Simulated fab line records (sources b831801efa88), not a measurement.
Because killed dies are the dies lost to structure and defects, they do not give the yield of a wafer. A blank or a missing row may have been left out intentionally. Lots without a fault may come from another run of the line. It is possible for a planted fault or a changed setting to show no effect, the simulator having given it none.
Struck lot and sound lot, side by side + flow gf180mcu + 14 steps out of a route of 602
Sound: these wafers, L790.4, L790.5, L790.6. Wafers L799.2, L799.3, L799.5 were the ones struck. At the end, the cause is stated.
At each step with rows: each side's tool, then ch and its chambers, then its first start. Under that, the readings that differ: sound wafers + struck wafers + difference of the means + sigmas: that difference in standard deviations of wafers without a fault.
alike: readings with means less than 2 such deviations apart, plus words and numbers identical on both sides. not compared: withheld readings, readings lacking a value on some wafer, bounds such as >300 that could conceal the same value, and numbers that have no deviation in the record and whose values overlap.
Wherever a step has rows on one side only, a row that says differs or no value, or a row with sigmas, the two part there. Numbers that have no deviation but don't overlap get no sigmas and don't part them. A reading missing from all wafers of one side parts the sides only when that side holds two or more wafers.

first, 3 steps without rows for these wafers: GF_MIM_EXPOSE_16 (exposes mask FuseTop, target cd 2000 nm); GF_MIM_PEB_17; GF_MIM_DEVELOP_18 (develop time 60 s).
GF_MIM_METAL_ETCH_19: etches the open film in Cl2/BCl3, stops on Si3N4, target depth 324.5 nm, time 54.1 s.
  sound on rie-metal-03 ch 0,1, day 27 07:01; struck on rie-metal-02 ch 1, day 30 05:32
  alike: drypump-motor-current-A, oes-product-au, throttle-valve-pct
  not compared: rf-hours-counter-h
GF_MIM_STRIP_20: strips in O2/N2.
  sound on plasma-asher-02 ch 0,1, day 27 07:06; struck on plasma-asher-04 ch 0,1, day 30 05:39
  alike: drypump-motor-current-A, heater-power-w, oes-product-au, strip-time-to-endpoint-s
  not compared: rf-hours-counter-h
then, 7 steps without rows for these wafers: GF_MIM_STRIP_21 (strips in post etch residue remover, time 1200 s); GF_MIM_CLEAN_22 (cleans in DIW); GF_M5_DEHYDRATE_00 (time 60 s); GF_M5_HMDS_01 (prime time 60 s); GF_M5_COAT_02 (resist thk 1000 nm); GF_M5_SOFTBAKE_03 (time 60 s); GF_M5_EXPOSE_04 (exposes mask Metal5, target cd 280 nm).
GF_M5_PEB_05: peb time 90 s.
  sound on litho-track-04 ch 0, day 28 02:22; struck on litho-track-02, day 30 23:44
  no value came back on the struck wafers for chill-plate-temp-C (C), exhaust-pa (Pa), heater-power-total-W (W); on the sound wafers chill-plate-temp-C (C) reads 22.87 22.94 23.06
then, 1 step without rows for these wafers: GF_M5_DEVELOP_06 (develop time 60 s).

== WHERE THEY PART ==
Within this record, at GF_M5_PEB_05 only.

WHY: what had been put in by the simulator
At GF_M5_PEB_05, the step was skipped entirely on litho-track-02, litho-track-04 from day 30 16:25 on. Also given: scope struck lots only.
